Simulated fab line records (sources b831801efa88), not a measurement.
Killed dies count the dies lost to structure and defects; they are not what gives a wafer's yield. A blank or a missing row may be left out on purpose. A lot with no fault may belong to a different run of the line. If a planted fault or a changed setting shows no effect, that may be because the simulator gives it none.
Matching of chambers ; flow sky130 ; rie diel-02 running SKY_METAL4_ETCH_17: 4 sister chambers
The step etches SiO2 in C4F8/O2/Ar, stops on TiN, time 3.9 s, target depth 15 nm. 4 wafers are shown with their chamber, then 8 later ones without.

WAFERS WITH THEIR CHAMBER
wafer;chamber;chamber pressure mTorr (mTorr)
L089.5;0;40.04
L091.1;1;40.00
L091.4;2;40.01
L095.2;3;40.02

WAFERS WHOSE CHAMBER IS MISSING
wafer;chamber pressure mTorr (mTorr)
L095.3;40.00
L095.4;39.95
L096.2;39.97
L096.3;40.03
L096.4;40.00
L097.2;40.01
L097.4;40.05
L097.6;39.96

THE CHAMBER EACH PASSED THROUGH
wafer;from the rows above;in truth
L095.3;can't be placed: 1 or 2 or 3 or 0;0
L095.4;can't be placed: 1 or 2 or 3 or 0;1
L096.2;can't be placed: 1 or 2 or 3 or 0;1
L096.3;can't be placed: 0 or 3 or 2 or 1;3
L096.4;can't be placed: 1 or 2 or 3 or 0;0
L097.2;can't be placed: 2 or 1 or 3 or 0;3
L097.4;can't be placed: 0 or 3 or 2 or 1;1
L097.6;can't be placed: 1 or 2 or 3 or 0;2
0 of 8 placed correctly. These rows do not allow placing 8 (true chamber among the candidates in 8). Number placed wrongly: 0.
How it was worked out, from the rows above alone: a wafer's distance from a chamber is the root of the sum, over the readings, of the square of ((its reading less the chamber's mean) divided by the reading's scatter). If the next closest chamber is less than 2 further off than the closest, the wafer can't be placed; otherwise it belongs to the closest. Each chamber's mean is taken over the wafers shown for it. The scatter: root of mean squared gap, hidden wafer to nearest shown wafer, with one shown wafer a chamber.
